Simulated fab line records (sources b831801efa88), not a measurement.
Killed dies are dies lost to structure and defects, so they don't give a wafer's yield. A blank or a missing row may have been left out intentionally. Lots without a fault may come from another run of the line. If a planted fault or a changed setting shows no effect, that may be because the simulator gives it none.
Comparing a struck lot with a sound one | flow sfq-line | 21 out of 325 route steps
Sound: these wafers, L572.1, L572.2, L572.4. Wafers L576.2, L576.3, L576.5 were the ones struck. The cause comes at the end.
Per side, at each step with rows, come the tool, then ch with its chambers, and then its first start. Under that, the readings that differ: sound wafers | struck wafers | difference of the means | sigmas: that difference in standard deviations of wafers without a fault.
alike: same words and numbers on both sides, and readings whose means sit less than 2 such deviations apart. not compared: any withheld reading, any reading some wafer has no value for, any bound like >300 that may hide the same value, and any number with overlapping values for which the record gives no deviation.
Wherever a step has rows on one side only, a row that says differs or no value, or a row with sigmas, the two part there. Numbers that don't overlap but have no deviation are shown without sigmas and don't part them. Lack of a reading on every wafer of one side parts them only where that side has two or more wafers.

first, 3 steps without rows for these wafers: SFQ_TRILAYER_M0_LITHO_EXPOSE_022 (exposes mask M0, target cd 500 nm); SFQ_TRILAYER_M0_LITHO_PEB_024 (peb time 60 s); SFQ_TRILAYER_M0_LITHO_DEVELOP_023 (time 60 s).
SFQ_M0_OVL_MEAS_906:
  sound on overlay-02, day 11 16:39; struck on overlay-02, day 13 09:11
  alike: M0_OVL
SFQ_TRILAYER_M0_BARC_OPEN_METAL_ETCH_031: etches BARC in O2, target depth 125 nm, time 41.7 s.
  sound on rie-metal-01 ch 0,1, day 11 16:41; struck on rie-metal-02 ch 1, day 13 09:14
  alike: drypump-motor-current-A, oes-product-au
  not compared: rf-hours-counter-h
then, 1 step without rows for these wafers: SFQ_TRILAYER_M0_ETCH_METAL_ETCH_024 (etches Nb in Cl2/Ar, stops on SiO2, target depth 240 nm, time 120 s).
SFQ_TRILAYER_M0_STRIP_STRIP_025: strips in O2.
  sound on rie-metal-01 ch 0,1, day 11 16:52; struck on rie-metal-02 ch 1, day 13 09:47
  alike: drypump-motor-current-A, oes-product-au
  not compared: rf-hours-counter-h
then, 1 step without rows for these wafers: SFQ_TRILAYER_M0_STRIP_SOLV_CLEAN_026 (cleans in NMP, time 600 s).
SFQ_TRILAYER_I0_DEP_PECVD_027: deposits SiO2 from SiH4/N2O, time 111.11 s, target thk 500 nm.
  sound on pecvd-04 ch 1,2, day 11 17:38; struck on pecvd-01 ch 1,2, day 13 10:58
  alike: chamber-pressure-Torr, heater-power-w, showerhead-vpp-V, susceptor-temp-C, throttle-valve-pct
then, 1 step without rows for these wafers: SFQ_TRILAYER_I0_CMP_CMP_028 (polishes SiO2).
SFQ_I0_BOW_MEAS_907:
  sound on film-metro-01, day 11 21:09; struck on film-metro-01, day 13 14:04
  reading     | sound      | struck  | difference | sigmas
  I0_BOW (um) | -20 -13 -8 | 12 2 17 | +24        | +3
SFQ_TRILAYER_I0_METRO_MEASURE_029:
  sound on film-metro-01, day 11 21:16; struck on film-metro-01, day 13 14:22
  alike: thk-nm
SFQ_TRILAYER_I0_VIA_LITHO_COAT_036: resist thk 62 nm.
  sound on litho-track-03 ch 0, day 11 22:28; struck on litho-track-04 ch 0, day 13 15:25
  reading                                                  | sound             | struck            | difference | sigmas
  model.BARC_of_TRILAYER_I0_VIA_LITHO_COAT_036.thk-nm (nm) | 61.83 61.92 61.72 | 63.34 63.32 63.52 | +1.57      |
then, 5 steps without rows for these wafers: SFQ_TRILAYER_I0_VIA_LITHO_COAT_031 (resist thk 650 nm); SFQ_TRILAYER_I0_VIA_LITHO_SOFTBAKE_035; SFQ_TRILAYER_I0_VIA_LITHO_EXPOSE_032 (exposes mask I0, target cd 500 nm); SFQ_TRILAYER_I0_VIA_LITHO_PEB_034 (peb time 60 s); SFQ_TRILAYER_I0_VIA_LITHO_DEVELOP_033 (time 60 s).
-- the record jumps here: 5 days lie between the struck wafers' starts before and after --
SFQ_I0_OVL_MEAS_908:
  sound on overlay-02, day 16 16:30; struck on overlay-01, day 18 06:56
  alike: I0_OVL
SFQ_TRILAYER_I0_VIA_BARC_OPEN_VIA_ETCH_046: etches BARC in O2, target depth 125 nm, time 41.7 s.
  sound on rie-diel-04 ch 0,2,3, day 16 16:32; struck on rie-diel-01 ch 1,2,3, day 18 06:58
  reading                  | sound             | struck            | difference | sigmas
  oes-product-au (a.u.)    | 0.678 0.683 0.685 | 0.692 0.688 0.698 | +0.011     | +2
  model.etch.depth-nm (nm) | 61.83 61.92 61.72 | 63.34 63.32 63.52 | +1.57      |
  alike: drypump-motor-current-A
  not compared: rf-hours-counter-h
SFQ_TRILAYER_I0_VIA_ETCH_VIA_ETCH_034: etches SiO2 in CHF3, stops on Nb, target depth 260 nm.
  sound on rie-diel-04 ch 0,2,3, day 16 16:35; struck on rie-diel-01 ch 1,2,3, day 18 07:01
  alike: drypump-motor-current-A, oes-product-au

WHERE THEY PART
Last at SFQ_TRILAYER_I0_VIA_BARC_OPEN_VIA_ETCH_046 as far as this record goes, first at SFQ_I0_BOW_MEAS_907. Later steps at which nothing parts them and some readings are alike: SFQ_TRILAYER_I0_VIA_ETCH_VIA_ETCH_034.

WHY: whatever the simulator had introduced
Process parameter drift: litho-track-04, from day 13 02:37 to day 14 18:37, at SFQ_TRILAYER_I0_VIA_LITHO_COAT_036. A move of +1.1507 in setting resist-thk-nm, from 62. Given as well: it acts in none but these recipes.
